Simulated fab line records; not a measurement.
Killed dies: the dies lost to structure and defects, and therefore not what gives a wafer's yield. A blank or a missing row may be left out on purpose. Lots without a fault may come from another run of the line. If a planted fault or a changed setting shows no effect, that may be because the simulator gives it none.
Matching of chambers | flow gf180mcu | cmp-02 running GF_V4_CMP_26: 4 sister chambers
The step polishes, stops on SiO2, t overpolish 15 s, target thk 0 nm. 17 wafers are shown with their chamber, then 8 later ones without.

## WAFERS, EACH WITH ITS CHAMBER
wafer  | chamber | motor_current_A (A) | time_to_endpoint_s (s)
L522.3 | 3       | 14.7                | 84.7
L522.4 | 0       | 13.7                | 82.6
L522.5 | 1       | 12.2                | 86.8
L523.4 | 0       | 13.9                | 87.6
L523.5 | 1       | 12.5                | 88.0
L523.6 | 0       | 13.4                | 89.9
L526.3 | 3       | 13.9                | 87.6
L526.4 | 0       | 13.7                | 88.5
L526.6 | 1       | 12.0                | 88.0
L527.1 | 2       | 12.5                | 86.3
L527.4 | 1       | 11.6                | 89.3
L527.5 | 0       | 14.2                | 85.3
L532.4 | 2       | 12.4                | 85.0
L532.5 | 1       | 11.6                | 87.5
L532.6 | 2       | 12.4                | 84.5
L535.5 | 3       | 14.4                | 87.8
L542.2 | 0       | 14.9                | 83.7

SIGNATURES (means of the wafers above)
reading            | chamber 0 | chamber 1 | chamber 2 | chamber 3 | scatter within a chamber
motor_current_A    | 13.967    | 11.980    | 12.433    | 14.333    | 0.424
time_to_endpoint_s | 86.267    | 87.920    | 85.267    | 86.700    | 2
Rule: distance of a wafer from a chamber = root of the sum over the readings of ((wafer's reading minus chamber's mean) / reading's scatter) squared. If the next closest chamber is less than 2 further off than the closest, the wafer can't be placed; otherwise it belongs to the closest. How the scatter is found: for the shown wafers, subtract from each reading the mean of its chamber, square and add these, divide the total by (wafers less chambers), then take the root.

## WAFERS WHOSE CHAMBER IS MISSING
wafer  | motor_current_A (A) | time_to_endpoint_s (s)
L542.3 | 11.8                | 86.6
L542.6 | 14.3                | 81.9
L543.2 | 12.5                | 85.6
L543.4 | 14.1                | 85.4
L543.5 | 14.4                | 84.6
L545.4 | 14.7                | 84.3
L545.5 | 14.3                | 82.1
L545.6 | 14.6                | 87.8

## WHICH CHAMBER EACH ONE RAN IN
wafer  | from the rows above     | in truth
L542.3 | can't be placed: 1 or 2 | 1
L542.6 | can't be placed: 0 or 3 | 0
L543.2 | can't be placed: 2 or 1 | 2
L543.4 | can't be placed: 0 or 3 | 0
L543.5 | can't be placed: 3 or 0 | 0
L545.4 | can't be placed: 3 or 0 | 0
L545.5 | can't be placed: 0 or 3 | 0
L545.6 | can't be placed: 3 or 0 | 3
Correct placement for 0 of the 8. From these rows, 8 cannot be placed; in 8 the true chamber is one of the candidates. Placed wrongly: 0.
